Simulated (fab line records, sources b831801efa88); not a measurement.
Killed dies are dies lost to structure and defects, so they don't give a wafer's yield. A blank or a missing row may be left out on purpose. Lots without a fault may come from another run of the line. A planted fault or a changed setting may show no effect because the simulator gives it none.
Tool commonality check | flow sky130 | 14 lots, 42 wafers sampled

WHY IT WAS OPENED
At SKY_LDD_HVN_TW_MEAS_10 the reading LDD_HVN_TW is flagged on 2 of 14 lots. Wafers without a fault read 1429, standard deviation 12.
Rule: a lot is flagged when every wafer of it that has a number lies more than 4 standard deviations from that mean, or none has a number. The other lots count as sound.

lot  | measured     | on            | LDD_HVN_TW, wafer by wafer | flag
L881 | day 20 16:33 | film_metro-04 | 1440 1440 1431             |
L882 | day 20 17:48 | film_metro-01 | 1434 1432 1439             |
L884 | day 21 07:18 | film_metro-04 | 1442 1443 1440             |
L885 | day 21 12:07 | film_metro-04 | 1447 1452 1438             |
L887 | day 22 11:20 | film_metro-02 | 1426 1419 1423             |
L888 | day 22 23:17 | film_metro-01 | 1425 1424 1434             |
L889 | day 23 11:12 | film_metro-01 | 1437 1432 1440             |
L892 | day 24 02:47 | film_metro-04 | 1436 1445 1443             |
L893 | day 24 08:43 | film_metro-01 | 1432 1430 1435             |
L895 | day 25 14:14 | film_metro-02 | 1415 1423 1419             |
L896 | day 25 19:57 | film_metro-04 | 1332 1333 1333             | FLAGGED
L899 | day 27 03:11 | film_metro-01 | 1314 1312 1311             | FLAGGED
L901 | day 27 04:32 | film_metro-01 | 1426 1436 1436             |
L904 | day 28 14:40 | film_metro-02 | 1424 1426 1421             |
The numbers of the flagged lots are 1322 on average: -106 against the usual, or -9 standard deviations.

WHICH TOOL RAN EACH LOT
The record holds 1 process step before the reading, out of a route of 708 steps. In each cell: the tool, then ch and the chambers that the sampled wafers went through, then the start.
lot  | flag    | SKY_LDD_HVN_DEVELOP_06
L881 |         | litho_track-03 ch 0, day 20 16:10
L882 |         | litho_track-03 ch 0, day 20 17:25
L884 |         | litho_track-02 ch 0, day 21 06:52
L885 |         | litho_track-03 ch 0, day 21 11:41
L887 |         | litho_track-03 ch 0, day 22 10:56
L888 |         | litho_track-01 ch 0, day 22 22:51
L889 |         | litho_track-02 ch 0, day 23 10:46
L892 |         | litho_track-01 ch 0, day 24 02:21
L893 |         | litho_track-03 ch 0, day 24 08:17
L895 |         | litho_track-01 ch 0, day 25 13:48
L896 | FLAGGED | litho_track-01 ch 0, day 25 19:31
L899 | FLAGGED | litho_track-01 ch 0, day 27 02:45
L901 |         | litho_track-03 ch 0, day 27 03:59
L904 |         | litho_track-03 ch 0, day 28 14:14
What these steps do:
- SKY_LDD_HVN_DEVELOP_06: develop time 60 s.
- SKY_LDD_HVN_TW_MEAS_10

FLAGGED OVER TOTAL, TOOL BY TOOL (the gauges that took the reading come last)
step                   | tool           | lots run | flagged | share of the flagged lots | sound lots run after its first flagged lot
SKY_LDD_HVN_DEVELOP_06 | litho_track-01 | 5        | 2       | all                       | 0
SKY_LDD_HVN_DEVELOP_06 | litho_track-02 | 2        | 0       | none                      | -
SKY_LDD_HVN_DEVELOP_06 | litho_track-03 | 7        | 0       | none                      | -
SKY_LDD_HVN_TW_MEAS_10 | film_metro-01  | 6        | 1       | some                      | 1 (L901)
SKY_LDD_HVN_TW_MEAS_10 | film_metro-02  | 3        | 0       | none                      | -
SKY_LDD_HVN_TW_MEAS_10 | film_metro-04  | 5        | 1       | some                      | 0

WHAT THE TABLE ALLOWS
1 row of the table ran every flagged lot: litho_track-01 at SKY_LDD_HVN_DEVELOP_06.
- litho_track-01 at SKY_LDD_HVN_DEVELOP_06: 2 of its 5 lots flagged. Its last sound lot is L895 (day 25 13:48), its first flagged lot L896 (day 25 19:31): a fault that began between those two fits.
One tool is left: litho_track-01 at SKY_LDD_HVN_DEVELOP_06.

WHAT THE SIMULATOR HAD PUT IN
Process parameter drift: litho_track-01, from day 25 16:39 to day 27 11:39, at SKY_LDD_HVN_DEVELOP_06. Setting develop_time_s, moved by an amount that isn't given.
Lots struck among those shown: L896, L899. The rule above found the same.
